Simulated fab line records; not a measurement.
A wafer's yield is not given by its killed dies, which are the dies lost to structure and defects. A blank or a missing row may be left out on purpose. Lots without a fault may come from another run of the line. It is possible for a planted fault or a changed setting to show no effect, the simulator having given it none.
2 desks looking at one fault	flow gf180mcu	numbers are kept per desk, each desk with only its own; the story behind them comes last

## METROLOGY DESK
What the gauges read for every lot (on any tool): the sampled wafers with a number, averaged. A lot is out of limits, marked OUT, if its mean lies more than 4 standard deviations from the usual mean; the brackets give that distance.
Columns: A = cd nm at GF_M2_CD_MEAS_14, usual 280.0 nm; B = M2_OVL at GF_M2_OVL_MEAS_15, usual -3 nm; C = V2_CVD_00_THK at GF_V2_THK_MEAS_01, usual 599 nm
lot	first seen here	A	B	C
L915	day 18 21:20	279.7	-9	597
L927	day 23 14:31	279.1	-1	597
L928	day 23 21:43	280.3	3	529 (-9.3) OUT
L929	day 24 04:55	281.7	5	528 (-9.4) OUT
L930	day 24 12:49	278.9	-0	598
L938	day 27 02:31	279.1	-7	598
This desk reports L928, L929 out of limits; the earliest was L928 at day 23 22:36 (V2_CVD_00_THK at GF_V2_THK_MEAS_01). L915, L927, L930, L938: within limits.

## AT THE TOOL OWNER'S DESK: hdpcvd-02
The tool's own readings at GF_V2_CVD_00 (deposits SiO2, target thk 600 nm, time 100 s): means of the sampled wafers that have a number, for each lot that ran on this tool. A lot is out of limits, marked OUT, if its mean lies more than 4 standard deviations from the usual mean; the brackets give that distance.
Columns: A = sih4 flow sccm at GF_V2_CVD_00, usual 60.02 sccm; B = susceptor temp C at GF_V2_CVD_00, usual 399.98 C
lot	first seen here	A	B
L927	day 23 15:20	59.95	400.30
L928	day 23 22:31	52.01 (-47) OUT	400.09
L929	day 24 05:46	51.88 (-48) OUT	400.05
Finding of this desk: L928, L929 out of limits; the first was L928 at day 23 22:31, on sih4 flow sccm at GF_V2_CVD_00. L927: within limits.

## ALL TOGETHER
At day 23 22:31, on L928, L929, the tool owner's desk was in a position to raise an alarm.
On L928, L929, the metrology desk was in a position to raise an alarm at day 23 22:36.
The lots listed all ran GF_V2_CVD_00 on hdpcvd-02.

## WHAT THE SIMULATOR HAD PUT IN
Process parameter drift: hdpcvd-02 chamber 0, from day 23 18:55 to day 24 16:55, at GF_V2_CVD_00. From 60, the setting sih4 flow sccm moved by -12. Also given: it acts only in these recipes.
Lots struck among those shown: L928, L929.
Hours from the fault's start to each desk's first reading out of limits: the tool owner's desk, 4; the metrology desk, 4.
